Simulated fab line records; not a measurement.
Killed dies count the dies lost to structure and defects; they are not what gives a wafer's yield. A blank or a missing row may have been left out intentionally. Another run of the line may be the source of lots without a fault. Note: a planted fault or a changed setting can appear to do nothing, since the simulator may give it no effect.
The tool behind it: which one? | flow sky130 | 39 wafers from 13 lots sampled at 6 of the route's 708 steps

WHAT THE GAUGES SHOWED, per wafer
SKY_SONOS_TUNNEL_TW_MEAS_12. Usual: SONOS_TUNNEL_TW typically reads 197.2, with standard deviation 1.
lot  | measured     | on            | SONOS_TUNNEL_TW   | flag
L356 | day 11 03:26 | film-metro-03 | 197.2 196.6 196.6 |
L357 | day 11 11:05 | film-metro-03 | 197.9 199.0 198.4 |
L361 | day 13 21:25 | film-metro-03 | 195.7 196.0 195.6 |
L363 | day 14 13:11 | film-metro-01 | 196.8 195.7 196.1 |
L370 | day 16 00:27 | film-metro-01 | 196.6 197.1 197.3 |
L371 | day 16 13:16 | film-metro-01 | 195.7 197.3 196.5 |
L372 | day 16 15:08 | film-metro-02 | 196.9 197.8 197.4 |
L373 | day 16 21:28 | film-metro-03 | 197.1 195.3 196.0 |
L374 | day 17 07:15 | film-metro-03 | 196.4 197.0 196.5 |
L376 | day 18 03:23 | film-metro-02 | 199.5 199.6 198.1 |
L377 | day 18 11:55 | film-metro-02 | 198.5 199.1 199.8 |
L378 | day 18 16:16 | film-metro-03 | 196.1 196.0 195.8 |
L379 | day 18 22:24 | film-metro-01 | 196.3 196.8 196.8 |

SKY_SD_P_CD_MEAS_07: target cd 380 nm. Usual: 378.8 nm for cd-nm, sd 2.5.
lot  | measured     | on        | cd-nm (nm)        | flag
L356 | day 24 23:31 | cd-sem-02 | 378.4 378.8 376.4 |
L357 | day 25 06:18 | cd-sem-02 | 380.8 382.3 381.1 |
L361 | day 28 03:40 | cd-sem-01 | - - -             | OFF
L363 | day 28 19:14 | cd-sem-02 | 376.1 378.7 375.0 |
L370 | day 30 10:35 | cd-sem-02 | 378.0 379.0 380.9 |
L371 | day 30 18:14 | cd-sem-01 | 382.3 383.1 381.5 |
L372 | day 31 00:05 | cd-sem-02 | 378.2 376.5 377.2 |
L373 | day 31 04:53 | cd-sem-02 | 381.1 378.6 380.8 |
L374 | day 31 12:35 | cd-sem-01 | 377.0 373.1 375.7 |
L376 | day 32 09:37 | cd-sem-01 | 375.2 374.4 374.8 |
L377 | day 32 15:17 | cd-sem-01 | 377.6 377.8 375.5 |
L378 | day 32 19:56 | cd-sem-01 | 382.2 382.7 379.4 |
L379 | day 33 03:32 | cd-sem-01 | 376.7 377.4 380.7 |

SKY_SD_P_TW_MEAS_11. Usual: SD_P_TW typically reads 2853, with standard deviation 22.
lot  | measured     | on            | SD_P_TW        | flag
L356 | day 24 23:55 | film-metro-04 | 2857 2845 2857 |
L357 | day 25 06:41 | film-metro-01 | 2867 2850 2868 |
L361 | day 28 04:04 | film-metro-04 | 30 30 30       | OFF
L363 | day 28 19:38 | film-metro-02 | 2846 2855 2878 |
L370 | day 30 11:00 | film-metro-01 | 2832 2834 2823 |
L371 | day 30 18:38 | film-metro-02 | 2857 2848 2857 |
L372 | day 31 00:31 | film-metro-04 | 2896 2884 2884 |
L373 | day 31 05:18 | film-metro-02 | 2828 2835 2823 |
L374 | day 31 12:59 | film-metro-01 | 2832 2855 2841 |
L376 | day 32 10:01 | film-metro-04 | 2883 2883 2895 |
L377 | day 32 15:42 | film-metro-01 | 2820 2816 2830 |
L378 | day 32 20:22 | film-metro-02 | 2868 2847 2868 |
L379 | day 33 03:57 | film-metro-02 | 2868 2855 2864 |

SKY_SD_N_OVL_MEAS_08. Usual: SD_N_OVL typically reads 1.8 nm, with standard deviation 1.2.
lot  | measured     | on         | SD_N_OVL (nm)  | flag
L356 | day 27 10:58 | overlay-01 | 1.5 2.1 2.6    |
L357 | day 27 17:07 | overlay-01 | 0.9 2.8 1.6    |
L361 | day 30 12:13 | overlay-02 | 0.7 2.2 2.8    |
L363 | day 31 03:07 | overlay-02 | 1.4 2.3 2.1    |
L370 | day 32 18:57 | overlay-01 | 0.6 3.1 2.0    |
L371 | day 33 01:10 | overlay-01 | 4.0 2.6 4.1    |
L372 | day 33 07:25 | overlay-01 | -0.2 1.7 1.8   |
L373 | day 33 11:27 | overlay-02 | 1.4 2.2 1.6    |
L374 | day 33 18:34 | overlay-01 | 2.2 3.4 0.9    |
L376 | day 34 15:25 | overlay-02 | -0.2 -0.3 -0.1 |
L377 | day 34 20:40 | overlay-02 | 1.9 1.0 1.1    |
L378 | day 35 02:00 | overlay-02 | 2.0 0.9 2.5    |
L379 | day 35 08:53 | overlay-01 | 3.4 4.0 3.1    |

SKY_SD_N_RS_MEAS_16: a four-point-probe measurement. Usual: SD_N_RS typically reads 68.51 ohm/sq, with standard deviation 0.13.
lot  | measured     | on            | SD_N_RS (ohm/sq)  | flag
L356 | day 27 11:44 | film-metro-04 | 68.47 68.63 68.48 |
L357 | day 27 17:50 | film-metro-01 | 68.48 68.59 68.54 |
L361 | day 30 12:57 | film-metro-01 | 68.32 68.38 68.51 |
L363 | day 31 03:50 | film-metro-01 | 68.49 68.48 68.50 |
L370 | day 32 19:40 | film-metro-02 | 68.78 68.70 68.89 |
L371 | day 33 01:53 | film-metro-04 | 68.43 68.30 68.55 |
L372 | day 33 08:08 | film-metro-02 | 68.61 68.49 68.78 |
L373 | day 33 12:10 | film-metro-02 | 68.72 68.83 68.66 |
L374 | day 33 19:17 | film-metro-04 | 68.37 68.30 68.37 |
L376 | day 34 16:08 | film-metro-04 | 68.50 68.53 68.46 |
L377 | day 34 21:23 | film-metro-01 | 68.63 68.43 68.34 |
L378 | day 35 02:46 | film-metro-02 | 68.65 68.66 68.53 |
L379 | day 35 09:36 | film-metro-04 | 68.62 68.57 68.61 |

TOOL THAT RAN EACH LOT (tool first, then ch and the chambers of the sampled wafers, then the start)
lot  | SKY_SD_P_EXPOSE_04
L356 | iline-stepper-02 ch 0, day 24 08:46
L357 | iline-stepper-02 ch 0, day 24 15:14
L361 | iline-stepper-01 ch 0, day 27 13:50
L363 | iline-stepper-02 ch 0, day 28 05:25
L370 | iline-stepper-01 ch 0, day 29 21:12
L371 | iline-stepper-01 ch 0, day 30 04:04
L372 | iline-stepper-01 ch 0, day 30 10:29
L373 | iline-stepper-01 ch 0, day 30 14:35
L374 | iline-stepper-02 ch 0, day 30 22:28
L376 | iline-stepper-02 ch 0, day 31 20:07
L377 | iline-stepper-01 ch 0, day 32 02:01
L378 | iline-stepper-01 ch 0, day 32 06:55
L379 | iline-stepper-01 ch 0, day 32 14:22
- SKY_SD_P_EXPOSE_04: exposes mask PSDM, target cd 380 nm.

AS READ BY THE TOOLS THEMSELVES (means over the sampled wafers that have a number; for cases with no such wafer, the mark the record gives instead)
The record holds no such reading with a usual standard deviation.

THE ANSWER, worked out from the rows above alone
Rule: lot off if the mean of its wafers having a number is beyond 3 standard deviations from the usual mean. A lot without any number at a reading at which 4 lots or more have one is off too. All remaining lots with rows at the step are treated as sound. After the gauges, taken in route order, come the tools' own readings; for these a lot's mean is taken, as printed above. The first step at which some lot is off is used, and at that step the reading that is off furthest; a lot without a number counts as furthest.
Off: L361 (SKY_SD_P_CD_MEAS_07, cd-nm). Without a number there: L361.
A tool fits if, at a process step before that reading, it ran every lot that is off, and no sound lot after the first of them. The gauges at SKY_SD_P_CD_MEAS_07 aren't tried: what is off there is off at SKY_SD_P_TW_MEAS_11 too, on other tools, and a gauge's error can't cause that. None of those tried fits.

WHAT THE SIMULATOR HAD INSERTED
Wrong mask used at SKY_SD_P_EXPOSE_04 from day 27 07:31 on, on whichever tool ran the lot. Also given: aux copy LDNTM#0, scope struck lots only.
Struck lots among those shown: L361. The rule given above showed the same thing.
